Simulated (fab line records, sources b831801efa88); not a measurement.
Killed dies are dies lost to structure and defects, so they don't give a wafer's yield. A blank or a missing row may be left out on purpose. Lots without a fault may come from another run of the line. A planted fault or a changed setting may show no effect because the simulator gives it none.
One fault seen from 2 desks | flow gf180mcu | each desk has only its own numbers; what lay behind them comes last

THE TOOL OWNER'S DESK: hdpcvd-02
The tool's own readings at GF_V1_CVD_00 (deposits SiO2, target thk 600 nm, time 100 s): means of the sampled wafers that have a number, for each lot that ran on this tool. A lot is out of limits, marked OUT, if its mean lies more than 4 standard deviations from the usual mean; the brackets give that distance.
Columns: A = pressure_mtorr at GF_V1_CVD_00, usual 6.000 mTorr; B = sih4_flow_sccm at GF_V1_CVD_00, usual 59.97 sccm
lot  | first seen here | A     | B
L490 | day 17 18:40    | 5.990 | 60.11
L489 | day 17 20:46    | 5.989 | 59.87
L491 | day 18 14:28    | 6.009 | 50.03 (-52) OUT
L493 | day 19 12:11    | 6.007 | 39.72 (-99 or more) OUT
L502 | day 22 06:14    | 5.995 | 59.96
L503 | day 22 18:56    | 5.995 | 59.83
L508 | day 24 10:41    | 5.995 | 59.92
This desk's finding: out of limits on L491, L493; first on L491, day 18 14:28 (sih4_flow_sccm at GF_V1_CVD_00). In limits: L490, L489, L502, L503, L508.

THE METROLOGY DESK
What the gauges read, lot by lot, whatever tool the lot ran on: means of the sampled wafers that have a number. A lot is out of limits, marked OUT, if its mean lies more than 4 standard deviations from the usual mean; the brackets give that distance.
Columns: A = SAB_OVL at GF_SAB_OVL_MEAS_10, usual 0.9 nm; B = CONTACT_BOW at GF_CONTACT_BOW_MEAS_05, usual 65 um; C = V1_CVD_00_THK at GF_V1_THK_MEAS_01, usual 601 nm; D = V1_W_RS at GF_V1_RS_MEAS_24, usual 0.327 ohm/sq
lot  | first seen here | A    | B  | C             | D
L488 | day 15 08:39    | 2.1  | 62 | 606           | 0.329
L490 | day 15 17:25    | 1.0  | 64 | 598           | 0.330
L489 | day 15 19:15    | 2.7  | 66 | 598           | 0.332
L491 | day 16 11:36    | 1.4  | 67 | 501 (-17) OUT | 0.326
L493 | day 17 07:57    | 2.1  | 60 | 408 (-33) OUT | 0.327
L495 | day 17 15:57    | 0.5  | 70 | 598           | 0.333
L501 | day 19 23:20    | 0.7  | 59 | 603           | 0.322
L502 | day 20 02:35    | 1.9  | 68 | 594           | 0.333
L503 | day 20 16:00    | -1.6 | 68 | 596           | 0.323
L505 | day 21 10:13    | 1.2  | 66 | 602           | 0.329
L508 | day 22 09:48    | -0.2 | 56 | 605           | 0.331
L509 | day 22 10:33    | -0.9 | 67 | 601           | 0.326
L510 | day 22 20:52    | 0.8  | 66 | 605           | 0.331
This desk's finding: out of limits on L491, L493; first on L491, day 18 14:32 (V1_CVD_00_THK at GF_V1_THK_MEAS_01). In limits: L488, L490, L489, L495, L501, L502, L503, L505, L508, L509, L510.

PUT TOGETHER
The tool owner's desk could have raised an alarm at day 18 14:28, on L491, L493.
The metrology desk could have raised an alarm at day 18 14:32, on L491, L493.
Of the lots named, all ran GF_V1_CVD_00 on hdpcvd-02.

WHAT THE SIMULATOR HAD PUT IN
Process parameter drift: hdpcvd-02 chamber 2, from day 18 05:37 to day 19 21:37, at GF_V1_CVD_00. Setting sih4_flow_sccm, moved by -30, from 60. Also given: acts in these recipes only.
Lots struck among those shown: L491, L493.
Hours from the fault's start to each desk's first reading out of limits: the tool owner's desk, 9; the metrology desk, 9.
